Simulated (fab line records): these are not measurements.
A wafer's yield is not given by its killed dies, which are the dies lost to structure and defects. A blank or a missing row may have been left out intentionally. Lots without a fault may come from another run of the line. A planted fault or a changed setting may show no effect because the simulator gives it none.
Which tool is to blame?	flow sky130	6 lots with 18 wafers sampled at 2 steps, on a route of 708 steps

## WHAT THE GAUGES SHOWED, per wafer
SKY_SONOS_ONO_OVL_MEAS_14.
lot	measured	on	SONOS_ONO_OVL (nm)
L758	day 13 15:59	overlay-02	-1.9 -0.7 -1.7
L764	day 14 17:16	overlay-02	-0.5 -0.4 -0.4
L770	day 16 19:10	overlay-01	-2.3 -3.4 -1.4
L774	day 18 17:37	overlay-01	-0.2 0.1 -0.6
L775	day 19 08:58	overlay-01	-2.2 -0.5 -1.8
L780	day 20 17:52	overlay-01	2.1 -0.4 -2.1

## TOOL THAT RAN EACH LOT (tool first, then ch and the chambers of the sampled wafers, then the start)
lot	SKY_VT_ADJUST_NCORE_STRIP_10
L758	plasma asher-02 ch 0,1, day 9 07:56
L764	plasma asher-02 ch 0, day 10 07:52
L770	plasma asher-01 ch 0,1, day 12 04:04
L774	plasma asher-03 ch 0,1, day 13 21:16
L775	plasma asher-01 ch 0,1, day 14 09:55
L780	plasma asher-02 ch 0,1, day 15 11:07
- SKY_VT_ADJUST_NCORE_STRIP_10: strips in O2/N2.

## THE ANSWER, worked out from the rows above alone
Rule: the lots themselves supply what counts as usual. Put in order of their means at a reading, lots are off if they are a third of the lots or fewer, leave a main group of 4 or more, and stand apart from it by a gap of 3 or more times the standard deviation of the main group's means; of several such gaps the widest counts. A main group whose means are all the same, to the digits that the tables above print for the reading, isn't used. Also off: a lot with no number at a reading for which 4 or more lots have one. Where the step has rows for the other lots, those lots are counted as sound.
No lot is off at any reading shown: from this, nothing can be told.

## WHAT WAS PUT IN BY THE SIMULATOR
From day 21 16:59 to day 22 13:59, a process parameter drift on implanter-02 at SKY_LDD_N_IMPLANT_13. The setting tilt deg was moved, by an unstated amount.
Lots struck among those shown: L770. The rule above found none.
